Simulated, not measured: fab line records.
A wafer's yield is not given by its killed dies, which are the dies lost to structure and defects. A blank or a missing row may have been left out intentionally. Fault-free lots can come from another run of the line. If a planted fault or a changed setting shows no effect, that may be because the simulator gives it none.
fab line records | flow gf180mcu
[record] lots = 13 wafers = 39 last_day = 35
route steps=602 shown VT_IMPLANT@122 NSD@246 PSD@258 CONTACT@309
lots untouched by any fault: they come from a run of this same line in which no faults occurred
start_h: hours from the record's first day to the start of the lot's first wafer shown | wait_h: hours elapsed since this lot's preceding step | " as in the row above | L1.1+2: several wafers, shown together as one row | - no value, or no start was given | * or withheld: withheld | < > ~ a bound
route shown NAME@n: a module of which the file shows steps, and the number in the route of the first | usual: mean and standard deviation over wafers with no fault | same: alike in all rows | chamber/n: place in a boat | sites: each site's reading | _std_site: their standard deviation | _edge_site: mean of outer sites minus mean of inner sites | radius_mm: how far each site lies from the wafer's centre | mask NAME#n: copy n | behind: tool/chamber where the wafer was last shaped | hold: cause of the lot's hold/its duration in hours/its outcome | device: which transistor (n, p or np) failed to switch | end of line: the route-end tests of the same wafers | a step given without rows: its recipe and nothing more | killed: not the wafer's yield, but the dies lost to structure and defects at the first sort | map: a wafer's dies, marking killed ones x, the rest . and places with no die _
set.NAME: the run value of the setting; set.NAME@STEP: its run value at that earlier step | model.NAME: the simulator's own value behind a step, which no gauge read
a sample of lots followed through the steps of the route, with each step as a table and each wafer as a row
services: a tool's chamber out of use, with start hour (start_h, from the record's first day; less than 0 if before it), hours out, and reason
[[steps]]
[step GF_VT_IMPLANT_TW_MEAS_32]
[usual] VT_IMPLANT_3_TW = 267.2/1.7
// columns lot.wafer tool chamber start_h wait_h VT_IMPLANT_3_TW
L111.2 film_metro-03 - 157.73 0.1 265.5
L111.4 " - " " 267.0
L111.5 " - " " 265.6
L116.1 film_metro-01 - 190.04 0.1 268.2
L116.2 " - " " 268.9
L116.6 " - " " 267.5
L117.1 film_metro-04 - 197.38 0.1 268.9
L117.5 " - " " 269.0
L117.6 " - " " 268.0
L120.1 film_metro-03 - 216.19 0.1 264.7
L120.2 " - " " 265.3
L120.4 " - " " 266.0
L122.2 film_metro-01 - 228.47 0.1 269.0
L122.3 " - " " 269.5
L122.4 " - " " 269.8
L123.2 film_metro-04 - 240.79 0.1 267.6
L123.4 " - " " 266.3
L123.6 " - " " 266.7
L124.1 film_metro-04 - 250.69 0.1 268.3
L124.4 " - " " 267.9
L124.6 " - " " 267.7
L125.1 film_metro-03 - 255.52 0.1 268.1
L125.4 " - " " 266.9
L125.6 " - " " 268.4
L126.1 film_metro-01 - 257.22 0.1 267.5
L126.4 " - " " 266.8
L126.5 " - " " 268.0
L127.3 film_metro-01 - 263.29 0.1 268.2
L127.4 " - " " 269.3
L127.5 " - " " 267.6
L128.2 film_metro-03 - 274.00 0.1 266.8
L128.4 " - " " 266.1
L128.5 " - " " 265.4
L131.1 film_metro-03 - 293.84 0.1 265.2
L131.4 " - " " 265.8
L131.6 " - " " 266.1
L132.4 film_metro-03 - 300.40 0.1 265.8
L132.5 " - " " 264.4
L132.6 " - " " 265.5
[step GF_NSD_STRIP_11]
[recipe] chemistry = O2/N2 power_w = 1400 pressure_mtorr = 1500 platen_temp_c = 250 o2_flow_sccm = 3000 n2_flow_sccm = 300 overash_fraction = 0.5
[usual] drypump_motor_current_A = 5.8/0.37 heater_power_w = 322/36 oes_product_au = 0.487/0.0043 strip_time_to_endpoint_s = 22.95/0.035
// columns lot.wafer tool chamber start_h wait_h drypump_motor_current_A heater_power_w oes_product_au rf_hours_counter_h strip_time_to_endpoint_s
L111.2 plasma_asher-03 1 322.21 0.1 5.6 300 0.556 70 -
L111.4 " 1 " " 5.7 302 0.556 - -
L111.5 " 1 " " 5.6 293 0.563 - -
L117.1 plasma_asher-01 0 373.61 0.1 5.2 339 0.489 70 22.96
L117.5 " 1 " " 6.5 305 0.490 - 22.95
L117.6 " 0 " " 5.2 342 0.486 - 23.00
L116.1 plasma_asher-01 1 374.80 0.1 6.5 309 0.493 70 22.97
L116.2 " 0 " " 5.2 331 0.481 70 22.91
L116.6 " 0 " " 5.2 337 0.486 - 22.93
L120.1 plasma_asher-03 0 395.74 0.1 5.6 284 0.491 78 22.98
L120.2 " 1 " " 5.7 300 0.490 78 22.98
L120.4 " 0 " " 5.6 281 0.489 - 22.98
L122.2 plasma_asher-03 1 411.40 0.1 5.7 294 0.483 80 23.01
L122.3 " 0 " " 5.6 279 0.483 - 23.01
L122.4 " 1 " " 5.7 301 0.495 - 22.96
L123.2 plasma_asher-04 0 426.66 0.1 6.0 357 0.492 63 22.95
L123.4 " 0 " " 6.0 341 0.486 - 22.95
L123.6 " 1 " " 5.8 387 0.491 - 22.94
L124.1 plasma_asher-04 0 439.29 0.1 6.0 353 0.486 64 22.88
L124.4 " 1 " " 5.9 388 0.485 - 22.91
L124.6 " 1 " " 5.8 381 0.485 - 22.92
L125.1 plasma_asher-04 0 443.41 0.2 6.0 345 0.483 65 22.95
L125.4 " 0 " " 6.0 342 0.489 - 22.92
L125.6 " 1 " " 5.9 380 0.489 - 22.99
L126.1 plasma_asher-03 0 451.86 0.1 5.6 280 0.491 85 22.97
L126.4 " 0 " " 5.6 292 0.479 - 23.03
L126.5 " 0 " " 5.6 287 0.484 - 22.99
L127.3 plasma_asher-03 1 457.19 0.1 5.7 292 0.483 - 22.98
L127.4 " 0 " " 5.6 271 0.496 - 22.96
L127.5 " 1 " " 5.6 290 0.482 - 22.96
L128.2 plasma_asher-03 0 468.45 0.1 5.6 283 0.479 87 22.93
L128.4 " 1 " " 5.7 298 0.491 - 22.94
L128.5 " 1 " " 5.6 294 0.489 - 22.93
L131.1 plasma_asher-04 0 492.94 0.1 6.0 350 0.491 70 22.96
L131.4 " 0 " " 6.0 350 0.486 - 22.95
L131.6 " 1 " " 5.8 390 0.489 - 22.96
L132.4 plasma_asher-01 0 501.18 0.1 5.1 325 0.490 - 23.01
L132.5 " 1 " " 6.5 310 0.488 - 22.97
L132.6 " 0 " " 5.2 326 0.485 - 23.01
[step GF_PSD_STRIP_10]
[recipe] chemistry = O2/N2 power_w = 1400 pressure_mtorr = 1500 platen_temp_c = 250 o2_flow_sccm = 3000 n2_flow_sccm = 300 overash_fraction = 0.5
[usual] drypump_motor_current_A = 5.8/0.35 heater_power_w = 344/22 oes_product_au = 0.591/0.0045 strip_time_to_endpoint_s = 16.52/0.045
// columns lot.wafer tool chamber start_h wait_h drypump_motor_current_A heater_power_w oes_product_au rf_hours_counter_h strip_time_to_endpoint_s
L111.2 plasma_asher-04 1 344.10 0.1 5.8 369 0.616 53 19.65
L111.4 " 0 " " 6.0 338 0.616 - 19.67
L111.5 " 0 " " 6.0 352 0.616 - 19.68
L117.1 plasma_asher-02 0 396.76 0.1 5.7 344 0.589 28 16.59
L117.5 " 1 " " 5.7 339 0.592 - 16.54
L117.6 " 0 " " 5.7 343 0.581 - 16.54
L116.1 plasma_asher-04 1 397.90 0.1 5.8 386 0.594 59 16.49
L116.2 " 0 " " 6.0 349 0.590 59 16.50
L116.6 " 0 " " 6.1 350 0.588 - 16.47
L120.1 plasma_asher-02 0 419.27 0.1 5.7 334 0.594 31 16.57
L120.2 " 1 " " 5.7 351 0.596 31 16.58
L120.4 " 1 " " 5.8 343 0.588 - 16.57
L122.2 plasma_asher-02 0 436.12 0.1 5.7 341 0.592 33 16.52
L122.3 " 0 " " 5.7 331 0.591 - 16.52
L122.4 " 1 " " 5.8 346 0.593 - 16.54
L123.2 plasma_asher-02 0 452.01 0.1 5.7 332 0.599 34 16.57
L123.4 " 0 " " 5.7 344 0.600 - 16.58
L123.6 " 1 " " 5.7 341 0.592 - 16.61
L124.1 plasma_asher-02 0 464.42 0.1 5.7 340 0.589 35 16.48
L124.4 " 1 " " 5.8 333 0.584 - 16.45
L124.6 " 1 " " 5.8 345 0.596 - 16.42
L125.1 plasma_asher-01 0 468.00 0.1 5.2 336 0.602 4 16.61
L125.4 " 0 " " 5.1 322 0.592 - 16.59
L125.6 " 1 " " 6.5 310 0.587 - 16.57
L126.1 plasma_asher-04 0 476.87 0.1 6.0 350 0.589 68 16.49
L126.4 " 0 " " 6.1 342 0.600 - 16.51
L126.5 " 1 " " 5.8 369 0.585 - 16.50
L127.3 plasma_asher-01 1 482.33 0.1 6.5 307 0.595 - 16.57
L127.4 " 0 " " 5.2 335 0.603 - 16.55
L127.5 " 0 " " 5.2 327 0.595 - 16.55
L128.2 plasma_asher-04 0 493.51 0.1 6.0 358 0.589 70 16.55
L128.4 " 1 " " 5.8 387 0.592 - 16.54
L128.5 " 1 " " 5.8 388 0.596 - 16.52
L131.1 plasma_asher-01 1 516.47 0.1 6.5 301 0.590 9 16.53
L131.4 " 0 " " 5.2 331 0.594 - 16.49
L131.6 " 0 " " 5.2 337 0.590 - 16.49
L132.4 plasma_asher-04 0 525.00 0.1 6.0 349 0.586 - 16.54
L132.5 " 0 " " 6.0 350 0.591 - 16.54
L132.6 " 1 " " 5.8 386 0.598 - 16.53
[step GF_PSD_TW_MEAS_11]
[usual] PSD_TW = 3170/25
// columns lot.wafer tool chamber start_h wait_h PSD_TW
L111.2 film_metro-01 - 344.21 0.1 30
L111.4 " - " " 30
L111.5 " - " " 30
L117.1 film_metro-04 - 396.86 0.1 3167
L117.5 " - " " 3179
L117.6 " - " " 3200
L116.1 film_metro-04 - 398.00 0.1 3162
L116.2 " - " " 3167
L116.6 " - " " 3168
L120.1 film_metro-04 - 419.37 0.1 3208
L120.2 " - " " 3207
L120.4 " - " " 3214
L122.2 film_metro-03 - 436.23 0.1 3144
L122.3 " - " " 3125
L122.4 " - " " 3153
L123.2 film_metro-03 - 452.12 0.1 3138
L123.4 " - " " 3136
L123.6 " - " " 3141
L124.1 film_metro-01 - 464.52 0.1 3186
L124.4 " - " " 3191
L124.6 " - " " 3182
L125.1 film_metro-04 - 468.10 0.1 3185
L125.4 " - " " 3196
L125.6 " - " " 3190
L126.1 film_metro-01 - 476.97 0.1 3181
L126.4 " - " " 3167
L126.5 " - " " 3171
L127.3 film_metro-04 - 482.42 0.1 3185
L127.4 " - " " 3195
L127.5 " - " " 3179
L128.2 film_metro-01 - 493.62 0.1 3180
L128.4 " - " " 3187
L128.5 " - " " 3155
L131.1 film_metro-03 - 516.57 0.1 3169
L131.4 " - " " 3162
L131.6 " - " " 3160
L132.4 film_metro-04 - 525.10 0.1 3196
L132.5 " - " " 3195
L132.6 " - " " 3184
[step GF_CONTACT_SPUTTER_22]
[recipe] material = Ti target_thk_nm = 15 chamber_pressure_pa = 5 power_w = 2500 substrate_temp_c = 200 time_s = 80.02
[usual] throttle_valve_pct = 30.2/1
// columns lot.wafer tool chamber start_h wait_h throttle_valve_pct
L111.2 pvd_sputter-02 - 392.14 0.0 30.9
L111.4 " - " " 30.0
L111.5 " - " " 30.7
L117.1 pvd_sputter-01 - 448.10 0.0 31.5
L117.5 " - " " 31.2
L117.6 " - " " 31.8
L116.1 pvd_sputter-01 - 449.27 0.0 31.6
L116.2 " - " " 30.7
L116.6 " - " " 31.6
L120.1 pvd_sputter-03 - 471.30 0.0 29.6
L120.2 " - " " 28.5
L120.4 " - " " 29.1
L122.2 pvd_sputter-02 - 488.68 0.0 30.8
L122.3 " - " " 31.3
L122.4 " - " " 30.0
L123.2 pvd_sputter-01 - 503.98 0.0 30.6
L123.4 " - " " 30.4
L123.6 " - " " 31.1
L124.1 pvd_sputter-03 - 515.96 0.0 28.8
L124.4 " - " " 28.7
L124.6 " - " " 29.2
L125.1 pvd_sputter-01 - 518.82 0.0 30.7
L125.4 " - " " 31.4
L125.6 " - " " 30.4
L126.1 pvd_sputter-02 - 527.18 0.0 30.3
L126.4 " - " " 29.7
L126.5 " - " " 31.1
L127.3 pvd_sputter-03 - 532.51 0.0 28.5
L127.4 " - " " 28.7
L127.5 " - " " 29.7
L128.2 pvd_sputter-02 - 543.45 0.0 30.0
L128.4 " - " " 30.6
L128.5 " - " " 30.1
L131.1 pvd_sputter-03 - 565.29 0.0 28.9
L131.4 " - " " 28.7
L131.6 " - " " 29.0
L132.4 pvd_sputter-01 - 573.55 0.0 30.6
L132.5 " - " " 31.4
L132.6 " - " " 30.9
[step GF_CONTACT_CVD_24]
[recipe] material = W target_thk_nm = 300 time_s = 90.339 temp_c = 400 pressure_torr = 40
[usual] heater_power_w = 807/100 susceptor_temp_C = 400.01/0.26
// columns lot.wafer tool chamber start_h wait_h heater_power_w susceptor_temp_C
L111.2 cvd_w-01 1 392.24 0.0 966 399.87
L111.4 " 0 " " 704 400.17
L111.5 " 1 " " 955 399.92
L117.1 cvd_w-01 1 448.20 0.0 924 399.93
L117.5 " 0 " " 708 400.08
L117.6 " 1 " " 948 399.99
L116.1 cvd_w-01 0 449.37 0.0 712 400.11
L116.2 " 1 " " 964 399.97
L116.6 " 1 " " 940 400.71
L120.1 cvd_w-02 0 471.40 0.0 702 399.66
L120.2 " 1 " " 843 399.84
L120.4 " 1 " " 841 399.98
L122.2 cvd_w-02 1 488.78 0.0 860 400.03
L122.3 " 1 " " 853 400.28
L122.4 " 0 " " 701 399.95
L123.2 cvd_w-01 0 504.08 0.0 699 399.76
L123.4 " 1 " " 965 400.39
L123.6 " 0 " " 703 399.59
L124.1 cvd_w-01 1 516.06 0.0 964 400.39
L124.4 " 1 " " 964 400.34
L124.6 " 1 " " 961 399.89
L125.1 cvd_w-02 0 518.92 0.0 712 400.01
L125.4 " 0 " " 717 399.93
L125.6 " 0 " " 697 400.00
L126.1 cvd_w-02 1 527.28 0.0 872 400.05
L126.4 " 0 " " 719 399.95
L126.5 " 1 " " 825 400.37
L127.3 cvd_w-02 1 532.64 0.1 866 399.84
L127.4 " 0 " " 710 399.73
L127.5 " 1 " " 833 400.23
L128.2 cvd_w-02 0 543.55 0.0 719 399.90
L128.4 " 1 " " 822 400.42
L128.5 " 0 " " 714 399.96
L131.1 cvd_w-02 0 565.39 0.0 713 399.83
L131.4 " 0 " " 714 399.84
L131.6 " 1 " " 832 399.75
L132.4 cvd_w-01 1 573.68 0.1 942 400.19
L132.5 " 1 " " 946 399.93
L132.6 " 0 " " 725 400.41
[[services]]
// columns tool chamber start_h hours kind
cvd_w-02 - 313.64 4.8 repair
pvd_sputter-01 - 318.94 4.7 repair
cvd_w-01 - 328.09 2.2 repair
plasma_asher-01 - 345.48 1.4 repair
plasma_asher-01 - 387.26 14.6 pm
cvd_w-02 - 390.00 14.0 pm
cvd_w-02 0 390.00 14.0 vent_cycle
cvd_w-02 1 390.00 14.0 vent_cycle
plasma_asher-02 - 392.15 1.0 repair
cvd_w-02 - 398.18 1.8 repair
cvd_w-02 0 404.00 - clean
cvd_w-02 1 404.00 - clean
cvd_w-01 0 406.58 6.4 repair
pvd_sputter-03 - 413.20 1.9 repair
plasma_asher-01 - 421.25 9.0 pm
cvd_w-01 - 423.10 6.9 pm
pvd_sputter-01 - 426.35 3.0 repair
pvd_sputter-03 - 432.01 9.3 repair
plasma_asher-04 - 454.10 2.2 repair
plasma_asher-01 - 497.87 0.6 repair
cvd_w-02 1 499.27 3.2 repair
pvd_sputter-01 - 508.74 2.5 repair
plasma_asher-02 - 565.63 14.6 pm
pvd_sputter-02 - 571.25 7.4 repair
[[key]]
[first_sign] step = GF_NSD_STRIP_11 reading = oes_product_au direction = up sigmas = 17 usual = 0.487 struck = 0.558
[effect] step = GF_PSD_STRIP_10 reading = strip_time_to_endpoint_s direction = up sigmas = 70 usual = * struck = *
[effect] step = GF_PSD_TW_MEAS_11 reading = PSD_TW direction = down sigmas = 99+ usual = 3170 struck = 30
met_at GF_NSD_STRIP_11
struck_lots L111
sort_left_out L111.2,L111.4,L111.5
tester_left_out L111
not_acting_at GF_VT_IMPLANT_TW_MEAS_32,GF_CONTACT_SPUTTER_22,GF_CONTACT_CVD_24
[fault] kind = strip_aborted tool = plasma_asher-03 chamber = - onset_h = 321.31 steps = GF_NSD_STRIP_11 offset = 0.42514 end_h = 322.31
// tester_left_out: of these lots the tester's yield and bins aren't shown, on N5 and GAA mostly nor the transistor test; their killed dies are dies lost to structure and defects alone, not to doping, threshold or leakage, so they don't give the yield
// sort_left_out: the simulated sort isn't trusted on such a fault, so these wafers' sort isn't shown, and their yield isn't known
